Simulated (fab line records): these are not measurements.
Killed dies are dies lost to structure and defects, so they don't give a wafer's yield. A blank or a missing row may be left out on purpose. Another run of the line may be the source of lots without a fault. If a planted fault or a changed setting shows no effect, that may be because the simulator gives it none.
A lot that was struck, set against a sound lot + flow sky130 + 22 steps out of a route of 708
Sound: the wafers L789.2, L789.4, L789.6. Struck: wafers L786.3, L786.6 (left out: L786.5, a lot-mate that was not struck); the cause follows at the end.
Per side, at each step with rows, come the tool, then ch with its chambers, and then its first start. Under that, the readings that differ: sound wafers + struck wafers + difference of the means + sigmas: that difference in standard deviations of wafers without a fault.
alike: readings with means less than 2 such deviations apart, plus words and numbers identical on both sides. not compared: withheld readings, readings lacking a value on some wafer, bounds such as >300 that could conceal the same value, and numbers that have no deviation in the record and whose values overlap.
The two part at a step that has a row with sigmas, a row that says differs or no value, or rows on one side only. Non-overlapping numbers with no deviation appear without sigmas and do not part them. A reading missing from all wafers of one side parts the sides only when that side holds two or more wafers.

first, 5 steps without rows for these wafers: SKY_VT_ADJUST_HVTR_COAT_02 (resist thk 1140 nm); SKY_VT_ADJUST_HVTR_SOFTBAKE_03 (time 60 s); SKY_VT_ADJUST_HVTR_EXPOSE_04 (exposes mask HVTRM, target cd 380 nm); SKY_VT_ADJUST_HVTR_PEB_05; SKY_VT_ADJUST_HVTR_DEVELOP_06 (develop time 60 s).
SKY_VT_ADJUST_HVTR_CD_MEAS_07: target cd 380 nm.
  struck on cd-sem-02, day 14 11:40; sound on cd-sem-02, day 15 05:38
  alike: cd-nm
SKY_VT_ADJUST_HVTR_OVL_MEAS_08:
  struck on overlay-01, day 14 11:46; sound on overlay-02, day 15 05:44
| reading                 | sound          | struck  | difference | sigmas |
|-------------------------|----------------|---------|------------|--------|
| VT_ADJUST_HVTR_OVL (nm) | -1.1 -1.1 -1.3 | 1.1 2.7 | +3.1       | +3     |
next, for these wafers, 1 step has no rows: SKY_VT_ADJUST_HVTR_IMPLANT_09.
SKY_VT_ADJUST_HVTR_STRIP_10: strips in O2/N2.
  sound on plasma-asher-04 ch 1, day 15 05:55; struck on plasma-asher-02 ch 1, day 14 11:58
  alike: drypump-motor-current-A, oes-product-au, strip-time-to-endpoint-s
  not compared: rf-hours-counter-h
SKY_VT_ADJUST_HVTR_TW_MEAS_11:
  struck on film-metro-01, day 14 12:03; sound on film-metro-02, day 15 06:02
| reading           | sound             | struck      | difference | sigmas |
|-------------------|-------------------|-------------|------------|--------|
| VT_ADJUST_HVTR_TW | 215.7 215.1 214.5 | 207.4 207.3 | -7.7       | -4     |
then, 2 steps without rows for these wafers: SKY_VT_ADJUST_PCH_DEHYDRATE_00 (time 60 s); SKY_VT_ADJUST_PCH_HMDS_01 (prime time 60 s).
SKY_VT_ADJUST_PCH_COAT_02: resist thk 3000 nm.
  sound on litho-track-02 ch 0, day 15 18:44; struck on litho-track-03 ch 0, day 15 00:59
| reading                                         | sound                | struck        | difference | sigmas |
|-------------------------------------------------|----------------------|---------------|------------|--------|
| spin-speed-rpm (rpm)                            | 1999.1 1997.4 2002.0 | 1996.6 1996.8 | -2.8       | -2     |
| model.coat_of_VT_ADJUST_PCH_COAT_02.thk-nm (nm) | 3017 3012 3005       | 2890 2886     | -123       |        |
then, 3 steps without rows for these wafers: SKY_VT_ADJUST_PCH_SOFTBAKE_03; SKY_VT_ADJUST_PCH_EXPOSE_04 (exposes mask NWM, target cd 840 nm); SKY_VT_ADJUST_PCH_PEB_05.
SKY_VT_ADJUST_PCH_DEVELOP_06: develop time 60 s.
  sound on litho-track-03 ch 0; struck on litho-track-03 ch 0
| reading                                         | sound          | struck    | difference | sigmas |
|-------------------------------------------------|----------------|-----------|------------|--------|
| model.coat_of_VT_ADJUST_PCH_COAT_02.thk-nm (nm) | 3012 3008 3001 | 2886 2881 | -124       |        |
SKY_VT_ADJUST_PCH_OVL_MEAS_07:
  struck on overlay-01, day 15 14:48; sound on overlay-01, day 16 09:27
  alike: VT_ADJUST_PCH_OVL
next, for these wafers, 1 step has no rows: SKY_VT_ADJUST_PCH_IMPLANT_08.
SKY_VT_ADJUST_PCH_STRIP_09: strips in O2/N2.
  sound on plasma-asher-04 ch 0, day 16 09:38; struck on plasma-asher-04 ch 0, day 15 15:01
| reading                      | sound             | struck      | difference | sigmas |
|------------------------------|-------------------|-------------|------------|--------|
| strip-time-to-endpoint-s (s) | 37.12 37.05 36.97 | 35.66 35.60 | -1.42      | -12    |
  alike: drypump-motor-current-A, oes-product-au
  not compared: rf-hours-counter-h
SKY_VT_ADJUST_PCH_TW_MEAS_10:
  struck on film-metro-02, day 15 15:06; sound on film-metro-03, day 16 09:44
| reading          | sound             | struck      | difference | sigmas |
|------------------|-------------------|-------------|------------|--------|
| VT_ADJUST_PCH_TW | 142.6 143.1 143.3 | 145.6 145.3 | +2.4       | +2     |
-- the record jumps here: 35 days lie between the struck wafers' starts before and after (it left off in module VT_ADJUST_PCH and takes up again in module PAD_OPEN, whose first step shown is number 708 of the route) --
SKY_PAD_OPEN_PROBE_99:
  only the struck wafers here have rows in the record (prober-01, day 50 08:50); the sound ones have none

== WHERE THEY PART ==
First at SKY_VT_ADJUST_HVTR_OVL_MEAS_08; last, within this record, at SKY_PAD_OPEN_PROBE_99.

WHY: whatever the simulator had introduced
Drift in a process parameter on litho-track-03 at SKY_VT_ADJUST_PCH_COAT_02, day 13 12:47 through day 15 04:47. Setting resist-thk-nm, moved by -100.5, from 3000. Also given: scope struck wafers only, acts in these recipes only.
